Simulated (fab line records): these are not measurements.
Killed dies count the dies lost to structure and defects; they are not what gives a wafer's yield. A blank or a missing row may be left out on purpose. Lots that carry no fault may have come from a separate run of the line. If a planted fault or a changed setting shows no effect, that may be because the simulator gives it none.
Struck lot and sound lot, side by side || flow sky130 || 20 steps out of a route of 708
Sound: wafers L956.1, L956.3, L956.4. Wafers L959.1, L959.5, L959.6 were the ones struck. The cause is given at the end.
Each step with rows lists, per side, the tool, then ch with its chambers, then its first start. Under that, the readings that differ: sound wafers || struck wafers || difference of the means || sigmas: that difference in standard deviations of wafers without a fault.
alike: readings whose means differ by less than 2 such deviations, and words and numbers that are the same on both sides. not compared: withheld readings, readings that some wafer has no value for, bounds like >300 that may hide the same value, and numbers for which the record gives no deviation and whose values overlap.
A row with sigmas, a row that says differs or no value, or rows on one side alone: a step with any of these is where the two part. When numbers do not overlap yet have no deviation, they are printed without sigmas and do not part them. A reading missing from all wafers of one side parts the sides only when that side holds two or more wafers.

first, 2 steps without rows for these wafers: SKY_NWELL_PEB_08; SKY_NWELL_DEVELOP_09 (develop time 60 s).
SKY_NWELL_OVL_MEAS_10:
  sound: overlay-01 at day 6 07:16; struck: overlay-02 at day 6 22:46
  alike: NWELL_00_OVL
then, 3 steps without rows for these wafers: SKY_NWELL_IMPLANT_11; SKY_NWELL_IMPLANT_12; SKY_NWELL_IMPLANT_13.
SKY_NWELL_STRIP_14: strips in O2/N2.
  sound on plasma asher-02 ch 0,1, day 6 07:44; struck on plasma asher-02 ch 0,1, day 6 23:14
  alike: drypump motor current A, oes product au, strip time to endpoint s
  not compared: rf hours counter h
SKY_NWELL_TW_MEAS_15:
  sound: film metro-01 at day 6 07:50; struck: film metro-04 at day 6 23:20
  alike: NWELL_TW
then, 4 steps without rows for these wafers: SKY_NWELL_DEHYDRATE_16 (time 60 s); SKY_NWELL_HMDS_17 (prime time 60 s); SKY_NWELL_COAT_18 (resist thk 3000 nm); SKY_NWELL_SOFTBAKE_19.
SKY_NWELL_EXPOSE_20: exposes mask NWM COMPLEMENT, target cd 840 nm.
  sound on iline stepper-02 ch 0, day 6 16:41; struck on iline stepper-02 ch 0, day 7 09:26
{"reading": "mask", "sound": "NWM_COMPLEMENT#0 NWM_COMPLEMENT#0 NWM_COMPLEMENT#0", "struck": "PWDEM#0 PWDEM#0 PWDEM#0", "difference": "differs", "sigmas": ""}
  alike: exposure dose mJ cm2, focus offset nm
then, 2 steps without rows for these wafers: SKY_NWELL_PEB_21; SKY_NWELL_DEVELOP_22 (develop time 60 s).
SKY_NWELL_OVL_MEAS_23:
  sound: overlay-01 at day 7 02:55; struck: overlay-01 at day 7 18:58
{"reading": "NWELL_01_OVL (nm)", "sound": "0.5 0.8 2.2", "struck": "- - -", "difference": "no value on the struck wafers", "sigmas": ""}
following that, these wafers have no rows for 1 step: SKY_NWELL_IMPLANT_24.
SKY_NWELL_STRIP_25: strips in O2/N2.
  sound on plasma asher-04 ch 0,1, day 7 03:05; struck on plasma asher-02 ch 0,1, day 7 19:09
  alike: drypump motor current A, oes product au, strip time to endpoint s
  not compared: rf hours counter h
SKY_NWELL_TW_MEAS_26:
  sound: film metro-01 at day 7 03:11; struck: film metro-01 at day 7 19:29
{"reading": "NWELL_2_TW", "sound": "501.4 498.4 499.6", "struck": "30.0 30.2 30.0", "difference": -469.7, "sigmas": "-99 or more"}
  not compared: hold
SKY_PAD_OPEN_PROBE_99:
  the record has rows for the sound wafers here (prober-01, day 47 19:01) and none for the struck ones

WHERE THEY PART
First at SKY_NWELL_EXPOSE_20; last, within this record, at SKY_PAD_OPEN_PROBE_99.

WHY: what the simulator had put in
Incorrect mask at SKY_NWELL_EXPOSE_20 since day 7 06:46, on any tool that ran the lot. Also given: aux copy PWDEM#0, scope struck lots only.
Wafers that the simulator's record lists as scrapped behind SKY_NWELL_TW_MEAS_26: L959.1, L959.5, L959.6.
